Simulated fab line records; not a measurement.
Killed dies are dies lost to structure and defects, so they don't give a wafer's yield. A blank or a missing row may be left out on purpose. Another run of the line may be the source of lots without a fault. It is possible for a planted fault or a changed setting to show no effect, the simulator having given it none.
Chamber matching + flow gf180mcu + cmp-01 running GF_STI_CMP_25: 4 sister chambers
The step polishes, stops on Si3N4, t overpolish 30.48 s, target thk 524.6 nm. 14 wafers are shown with their chamber, then 7 later ones without.

== WAFERS WITH THEIR CHAMBER ==
| wafer  | chamber | motor current A (A) | head pressure psi (psi) | overpolish run s (s) |
|--------|---------|---------------------|-------------------------|----------------------|
| L909.1 | 2       | 12.1                | 4.005                   | 30.489               |
| L909.2 | 1       | 10.3                | 4.006                   | 30.484               |
| L909.5 | 2       | 11.6                | 3.998                   | 30.481               |
| L910.1 | 1       | 10.1                | 4.002                   | 30.483               |
| L910.5 | 3       | 10.9                | 4.016                   | 30.498               |
| L910.6 | 0       | 13.6                | 4.001                   | 30.465               |
| L922.1 | 1       | 10.0                | 3.999                   | 30.487               |
| L922.2 | 2       | 11.7                | 4.002                   | 30.487               |
| L922.6 | 0       | 14.0                | 3.979                   | 30.477               |
| L923.1 | 3       | 10.9                | 4.007                   | 30.478               |
| L923.4 | 1       | 10.7                | 4.007                   | 30.479               |
| L923.5 | 1       | 10.3                | 3.991                   | 30.482               |
| L924.2 | 2       | 12.1                | 3.997                   | 30.485               |
| L924.3 | 0       | 14.1                | 4.004                   | 30.480               |

SIGNATURES (means of the wafers above)
| reading           | chamber 0 | chamber 1 | chamber 2 | chamber 3 | scatter within a chamber |
|-------------------|-----------|-----------|-----------|-----------|--------------------------|
| motor current A   | 13.900    | 10.280    | 11.875    | 10.900    | 0.252                    |
| head pressure psi | 3.99467   | 4.00100   | 4.00050   | 4.01150   | 0.00788                  |
| overpolish run s  | 30.47400  | 30.48300  | 30.48550  | 30.48800  | 0.00628                  |
Rule: a wafer lies at a distance from a chamber equal to the root of the sum of squares, over the readings, of (its reading less the chamber's mean, divided by the reading's scatter). The wafer belongs to the nearest chamber; if the next one is less than 2 further off, it can't be placed. How the scatter is found: for the shown wafers, subtract from each reading the mean of its chamber, square and add these, divide the total by (wafers less chambers), then take the root.

== WAFERS WITH NO CHAMBER GIVEN ==
| wafer  | motor current A (A) | head pressure psi (psi) | overpolish run s (s) |
|--------|---------------------|-------------------------|----------------------|
| L924.4 | 10.0                | 3.984                   | 30.493               |
| L927.1 | 12.1                | 4.000                   | 30.473               |
| L927.2 | 9.7                 | 4.005                   | 30.484               |
| L927.4 | 10.4                | 3.987                   | 30.468               |
| L931.1 | 10.5                | 3.994                   | 30.478               |
| L931.2 | 10.5                | 3.984                   | 30.470               |
| L931.6 | 13.6                | 4.005                   | 30.478               |

== EACH ONE'S CHAMBER ==
| wafer  | from the rows above     | in truth |
|--------|-------------------------|----------|
| L924.4 | 1                       | 1        |
| L927.1 | 2                       | 2        |
| L927.2 | 1                       | 1        |
| L927.4 | can't be placed: 1 or 3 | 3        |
| L931.1 | can't be placed: 1 or 3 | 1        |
| L931.2 | can't be placed: 1 or 3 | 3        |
| L931.6 | 0                       | 0        |
Placed correctly: 4 of 7. From these rows, 3 cannot be placed; in 3 the true chamber is one of the candidates. 0 placed wrongly.
